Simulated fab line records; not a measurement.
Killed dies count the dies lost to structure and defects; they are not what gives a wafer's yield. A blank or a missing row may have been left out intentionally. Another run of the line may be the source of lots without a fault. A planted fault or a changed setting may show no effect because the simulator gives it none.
Code-filled problem report in 8D (eight disciplines) form -- flow sky130 -- the parts of the form that need people (team, actions taken, sign-off) are left out

1. WHAT WENT WRONG
Wafers without a fault read 139.99, standard deviation 0.043; beam_energy_keV at SKY_NWELL_IMPLANT_24 reads a mean of 124.94 on 6 wafers belonging to 2 lots. That is -99 or more standard deviations from the usual mean.
Earliest sighting: wafer L397.1 on implanter-01 at day 7 15:06. Wafers with a number at this step in the record: 39, from 13 lots. Rule for "out", or "out of limits": more than 4 standard deviations from the usual mean. All remaining wafers that have a number are taken as sound.

2. WHAT THIS IS AND IS NOT
question,is,is not
which readings at this step,beam_energy_keV,end_station_pressure_torr
which lots,"L397, L398","L388, L389, L390, L394, L396, L400, L404, L406, L407, L409, L410"
which wafers of those lots,all that have a number,-
read on which tools,implanter-01,"implanter-03, implanter-04"
when,from day 7 15:06,"up to then (15 sound wafers); but 18 sound wafers of L400, L404, L406, L407, L409, L410 came after"

3. THE SUSPECTS, EACH WITH WHAT RULES IT OUT
Counting: any tool at a process step up to the reading is kept as a suspect provided that every lot that is out went through it and no sound lot did after the first of them.
- implanter-01 at SKY_NWELL_IMPLANT_24: kept. It processed each lot that is out, first L397 at day 7 15:06, and no sound lot thereafter; up to then, the last sound lot it processed was L389 at day 5 19:28. Its own readings are out on those wafers: beam_energy_keV.
The count leaves implanter-01 at SKY_NWELL_IMPLANT_24.

4. THE CAUSE (what the simulator had put in)
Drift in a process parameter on implanter-01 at SKY_NWELL_IMPLANT_24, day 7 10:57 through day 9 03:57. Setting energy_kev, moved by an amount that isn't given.
After counting, this tool was the only one left.

5. SEQUENCE OF EFFECTS, ordered by route
Each row: a reading where the mean over the struck wafers with a number is more than 3 standard deviations away from the usual. Only readings whose record carries a usual standard deviation are examined. hours: median over the lots of the time between each lot's start at the first step of this table that gives one and its start at this step. sigmas: the change, counted in usual standard deviations.
hours,step,reading,usual,on struck wafers,change,sigmas
0,SKY_NWELL_IMPLANT_24,beam_energy_keV,139.99,124.94,-15.06,-99 or more
Process steps it contains:
- SKY_NWELL_IMPLANT_24
Later steps that measure or inspect, where all struck wafers having a row at the step show a number for every such reading and not one has moved that far: SKY_VT_ADJUST_PCH_OVL_MEAS_07, SKY_SONOS_ONO_CD_MEAS_13.

6. HOW IT WOULD HAVE BEEN CAUGHT EARLIER
4 hours passed between the start of the fault at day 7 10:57 and the first reading out of limits in this record, taken at day 7 15:06.
